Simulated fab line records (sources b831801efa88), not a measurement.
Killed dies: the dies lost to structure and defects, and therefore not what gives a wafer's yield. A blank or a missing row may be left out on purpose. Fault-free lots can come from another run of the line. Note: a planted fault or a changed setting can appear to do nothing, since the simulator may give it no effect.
Which tool is to blame? -- flow gf180mcu -- 12 lots with 36 wafers sampled at 5 steps, on a route of 602 steps

WHAT THE GAUGES READ, wafer by wafer
GF_PSD_RS_MEAS_14: the measuring method here is four-point-probe.
lot,measured,on,NSD_RS (ohm/sq)
L355,day 14 17:55,filmMetro-01,45.93 46.01 46.05
L357,day 15 17:16,filmMetro-02,46.14 46.24 46.20
L358,day 15 23:33,filmMetro-01,46.25 46.14 46.27
L360,day 16 13:10,filmMetro-01,46.01 46.12 46.11
L361,day 16 19:55,filmMetro-01,45.98 46.07 46.04
L362,day 17 11:24,filmMetro-02,44.92 44.83 44.92
L365,day 18 12:08,filmMetro-03,44.67 44.61 44.64
L370,day 20 09:52,filmMetro-01,46.04 46.07 46.08
L372,day 21 00:16,filmMetro-01,46.07 45.97 46.14
L373,day 21 06:49,filmMetro-02,46.12 46.16 46.11
L375,day 21 22:26,filmMetro-02,46.13 46.10 46.31
L376,day 22 07:07,filmMetro-02,46.12 46.11 46.12

GF_CONTACT_CD_MEAS_14 targets a cd of 220 nm.
lot,measured,on,cdNm (nm)
L355,day 16 15:57,cdSem-01,217.4 217.2 218.1
L357,day 17 15:10,cdSem-02,220.8 219.8 220.3
L358,day 17 21:58,cdSem-02,218.9 218.7 217.8
L360,day 18 13:16,cdSem-02,219.1 219.7 218.0
L361,day 18 19:31,cdSem-01,221.1 221.6 222.2
L362,day 19 11:29,cdSem-01,218.8 219.8 218.7
L365,day 20 14:04,cdSem-01,219.4 218.2 218.9
L370,day 22 11:07,cdSem-02,218.8 218.3 219.1
L372,day 23 00:41,cdSem-01,220.3 219.3 219.6
L373,day 23 07:29,cdSem-02,218.7 221.0 218.6
L375,day 23 21:19,cdSem-01,220.7 221.7 220.8
L376,day 24 05:45,cdSem-01,220.1 220.3 220.9

WHAT TOOL EACH LOT RAN ON (gives the tool, then ch and the chambers of the sampled wafers, and finally the start)
lot,GF_NSD_IMPLANT_09,GF_NSD_STRIP_11,GF_SAB_ETCH_11
L355,"implanter-01 ch 0, day 13 20:26","plasmaAsher-04 ch 0,1, day 13 20:44","rieDiel-03 ch 0,2,3, day 15 16:00"
L357,"implanter-03 ch 0, day 14 19:09","plasmaAsher-03 ch 0, day 14 19:26","rieDiel-04 ch 2,3, day 16 15:45"
L358,"implanter-01 ch 0, day 15 01:10","plasmaAsher-01 ch 1, day 15 01:26","rieDiel-03 ch 1,2,3, day 16 22:08"
L360,"implanter-03 ch 0, day 15 14:40","plasmaAsher-04 ch 0,1, day 15 14:56","rieDiel-04 ch 0,1,2, day 17 12:24"
L361,"implanter-01 ch 0, day 15 20:39","plasmaAsher-03 ch 0,1, day 15 20:56","rieDiel-03 ch 0,2,3, day 17 18:30"
L362,"implanter-01 ch 0, day 16 12:30","plasmaAsher-01 ch 0,1, day 16 12:48","rieDiel-02 ch 0,1, day 18 09:53"
L365,"implanter-01 ch 0, day 17 12:43","plasmaAsher-03 ch 0,1, day 17 13:00","rieDiel-04 ch 0,2, day 19 12:45"
L370,"implanter-02 ch 0, day 19 09:39","plasmaAsher-03 ch 0,1, day 19 09:55","rieDiel-02 ch 0,2,3, day 21 10:15"
L372,"implanter-03 ch 0, day 19 23:22","plasmaAsher-04 ch 0,1, day 19 23:40","rieDiel-04 ch 2,3, day 22 00:03"
L373,"implanter-03 ch 0, day 20 05:52","plasmaAsher-04 ch 0,1, day 20 06:10","rieDiel-04 ch 0,3, day 22 06:56"
L375,"implanter-01 ch 0, day 20 21:22","plasmaAsher-03 ch 0,1, day 20 21:38","rieDiel-02 ch 2,3, day 22 21:17"
L376,"implanter-03 ch 0, day 21 05:58","plasmaAsher-03 ch 0,1, day 21 06:13","rieDiel-04 ch 2,3, day 23 05:45"
- GF_NSD_IMPLANT_09
- GF_NSD_STRIP_11: strips in O2/N2.
- GF_SAB_ETCH_11: etches SiO2 in C4F8/O2/Ar, target depth 55 nm, time 8.5 s.

WHAT THE TOOLS THEMSELVES READ (means of the sampled wafers that have a number; where no wafer has one, the mark that the record gives instead)
GF_NSD_IMPLANT_09.
lot,tool,beamEnergyKeV
L355,implanter-01,59.998
L357,implanter-03,60.041
L358,implanter-01,59.992
L360,implanter-03,60.009
L361,implanter-01,60.006
L362,implanter-01,64.706
L365,implanter-01,64.705
L370,implanter-02,59.980
L372,implanter-03,59.984
L373,implanter-03,60.001
L375,implanter-01,60.006
L376,implanter-03,60.022

GF_NSD_STRIP_11.
lot,tool,drypumpMotorCurrentA (A),heaterPowerW (W),n2FlowSccm (sccm),oesProductAu (a.u.),stripTimeToEndpointS (s)
L355,plasmaAsher-04,6.0,330,300.2,0.486,22.99
L357,plasmaAsher-03,6.1,373,301.4,0.488,22.95
L358,plasmaAsher-01,6.6,372,301.2,0.489,22.96
L360,plasmaAsher-04,6.0,326,300.0,0.491,22.92
L361,plasmaAsher-03,5.2,320,299.4,0.484,22.96
L362,plasmaAsher-01,6.2,359,300.6,0.481,23.59
L365,plasmaAsher-03,5.7,348,299.3,0.480,23.59
L370,plasmaAsher-03,5.2,321,299.6,0.485,23.04
L372,plasmaAsher-04,6.0,329,300.3,0.486,23.00
L373,plasmaAsher-04,6.0,329,300.3,0.486,23.04
L375,plasmaAsher-03,5.7,349,300.5,0.484,22.99
L376,plasmaAsher-03,5.2,322,299.9,0.485,22.93

GF_SAB_ETCH_11.
lot,tool,oesProductAu (a.u.)
L355,rieDiel-03,0.992
L357,rieDiel-04,0.993
L358,rieDiel-03,1.007
L360,rieDiel-04,1.006
L361,rieDiel-03,0.991
L362,rieDiel-02,1.004
L365,rieDiel-04,0.999
L370,rieDiel-02,0.999
L372,rieDiel-04,0.995
L373,rieDiel-04,0.998
L375,rieDiel-02,0.987
L376,rieDiel-04,0.995

THE ANSWER, worked out from the rows above alone
Rule: the usual values come from the lots themselves. The widest of any qualifying gaps counts: lots, ordered by their means at a reading, are off when they make up no more than a third of the lots, leave a main group of 4 or more, and stand apart from it by 3 or more times the standard deviation of that group's means. A main group whose means are all the same, to the digits that the tables above print for the reading, isn't used. Also off: a lot with no number at a reading for which 4 or more lots have one. All remaining lots with rows at the step are treated as sound. First the gauges in route order, then the tools' own readings, where a lot's mean is used as printed above. At the first step where some lot is off, the reading lying furthest off is the one used; lots without a number count as furthest.
Off: at GF_PSD_RS_MEAS_14 (NSD_RS), L362, L365. Main group: mean 46.11 ohm/sq, sd 0.07.
If a tool, at a process step before that reading, ran all the lots that are off and no sound lot after the first of them, it fits. Not tried: the gauges at GF_PSD_RS_MEAS_14; whatever is off there is also off at GF_NSD_IMPLANT_09, on other tools, and gauge error can't account for it. No candidate that was tried fits.

WHAT THE SIMULATOR HAD PUT IN
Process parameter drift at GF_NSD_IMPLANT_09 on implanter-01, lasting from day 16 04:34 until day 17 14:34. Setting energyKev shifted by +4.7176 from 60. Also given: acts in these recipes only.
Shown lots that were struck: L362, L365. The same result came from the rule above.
